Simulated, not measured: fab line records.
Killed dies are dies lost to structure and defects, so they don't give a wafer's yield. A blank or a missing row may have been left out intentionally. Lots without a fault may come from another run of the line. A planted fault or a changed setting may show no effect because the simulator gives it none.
A lot that was struck, set against a sound lot ; flow gf180mcu ; 21 out of 602 route steps
Sound: the wafers L349.2, L349.3, L349.4. Struck: wafer L359.6 (L359.2, L359.5, from the same lot, were not struck and are left out); the cause is given at the end.
Each step with rows lists, per side, the tool, then ch with its chambers, then its first start. Under that, the readings that differ: sound wafers ; struck wafers ; difference of the means ; sigmas: that difference in standard deviations of wafers without a fault.
alike: a reading whose means differ by less than 2 such deviations, as well as words and numbers matching on both sides. not compared: withheld readings; readings where some wafer has no value; bounds like >300 that might hide an equal value; numbers whose values overlap and for which the record gives no deviation.
The two part at a step that has a row with sigmas, a row that says differs or no value, or rows on one side only. Numbers that have no deviation but don't overlap get no sigmas and don't part them. A reading that every wafer of one side lacks parts them only if that side has two wafers or more.

GF_V1_RS_MEAS_24: measurement is done with a four-point probe.
  struck on film_metro-04, day 21 20:25; sound on film_metro-04, day 18 13:03
  alike: V1_W_RS
GF_V1_THK_MEAS_25: measures by xrf.
  struck on film_metro-04, day 21 20:32; sound on film_metro-04, day 18 13:10
  alike: V1_W_THK
GF_V1_CMP_26: polishes, stops on SiO2, t overpolish 15 s, target thk 0 nm.
  sound on cmp-01 ch 0,2,3, day 18 13:13; struck on cmp-01 ch 1, day 21 20:41
  alike: motor_current_A, overpolish_run_s, time_to_endpoint_s
GF_M2_SPUTTER_00: material Ti, target thk 37.5 nm, time 150 s.
  struck on pvd_sputter-04, day 21 20:53; sound on pvd_sputter-02, day 18 13:31
reading;sound;struck;difference;sigmas
throttle_valve_pct (%);30.6 30.8 31.6;28.8;-2.2;-3
  alike: cathode_dc_power_W
GF_M2_SPUTTER_01: material TiN, target thk 30 nm, time 25 s.
  struck on pvd_sputter-04, day 21 20:59; sound on pvd_sputter-02, day 18 13:37
reading;sound;struck;difference;sigmas
throttle_valve_pct (%);30.5 30.8 31.3;28.9;-2.0;-3
  alike: cathode_dc_power_W
GF_M2_SPUTTER_02: material AlCu, target thk 450 nm, time 23.9 s.
  struck on pvd_sputter-04, day 21 21:01; sound on pvd_sputter-02, day 18 13:38
reading;sound;struck;difference;sigmas
throttle_valve_pct (%);31.0 30.8 31.2;28.8;-2.2;-3
  alike: cathode_dc_power_W
GF_M2_SPUTTER_03: material Ti, target thk 10 nm, time 6.7 s.
  struck on pvd_sputter-04, day 21 21:02; sound on pvd_sputter-02, day 18 13:40
reading;sound;struck;difference;sigmas
cathode_dc_power_W (W);3000.0 2999.6 2999.8;3001.1;+1.3;+3
throttle_valve_pct (%);31.0 30.8 31.2;28.9;-2.1;-3
then, 1 step without rows for these wafers: GF_M2_SPUTTER_04 (material TiN, target thk 50 nm, time 41.7 s).
GF_M2_RS_MEAS_05: measurement is done with a four-point probe.
  struck on film_metro-04, day 21 21:07; sound on film_metro-01, day 18 13:45
  alike: M2_ALCU_RS
GF_M2_THK_MEAS_06: measures by xrf.
  struck on film_metro-04, day 21 21:14; sound on film_metro-01, day 18 13:52
reading;sound;struck;difference;sigmas
M2_ALCU_THK (nm);449 446 445;459;+12;+2
then, 2 steps without rows for these wafers: GF_M2_DEHYDRATE_07 (time 60 s); GF_M2_HMDS_08 (prime time 60 s).
GF_M2_COAT_09: resist thk 1000 nm.
  sound on litho_track-04 ch 0, day 19 01:35; struck on litho_track-03 ch 0, day 22 09:04
reading;sound;struck;difference;sigmas
dispense_pressure_kPa (kPa);51.5 51.5 51.5;57.9;+6.4;+3
model.KrF_of_M2_COAT_09.thk_nm (nm);995.4 995.9 995.8;1022;+26;
then, 4 steps without rows for these wafers: GF_M2_SOFTBAKE_10 (time 60 s); GF_M2_EXPOSE_11 (exposes mask Metal2, target cd 280 nm); GF_M2_PEB_12 (peb time 90 s); GF_M2_DEVELOP_13 (develop time 60 s).
GF_M2_CD_MEAS_14: target cd 280 nm.
  struck on cd_sem-01, day 22 20:36; sound on cd_sem-01, day 19 14:13
  alike: cd_nm
GF_M2_OVL_MEAS_15:
  struck on overlay-02, day 22 20:42; sound on overlay-02, day 19 14:19
  alike: M2_OVL
GF_M2_METAL_ETCH_16: etches the open film in Cl2/BCl3, stops on SiO2, target depth 750.8 nm, time 125.1 s.
  sound on rie_metal-01 ch 0,1, day 19 14:21; struck on rie_metal-01 ch 1, day 22 20:44
reading;sound;struck;difference;sigmas
model.KrF_of_M2_COAT_09.thk_nm (nm);677.1 688.1 674.6;699.1;+19.2;
  alike: drypump_motor_current_A, he_backside_leak_sccm, oes_product_au, throttle_valve_pct
  not compared: rf_hours_counter_h
then, 1 step without rows for these wafers: GF_M2_STRIP_17 (strips in O2/N2).

## WHERE THEY PART
First at GF_M2_SPUTTER_00; last, within this record, at GF_M2_COAT_09. Later steps at which nothing parts them and some readings are alike: GF_M2_CD_MEAS_14, GF_M2_OVL_MEAS_15, GF_M2_METAL_ETCH_16.

WHY: whatever the simulator had introduced
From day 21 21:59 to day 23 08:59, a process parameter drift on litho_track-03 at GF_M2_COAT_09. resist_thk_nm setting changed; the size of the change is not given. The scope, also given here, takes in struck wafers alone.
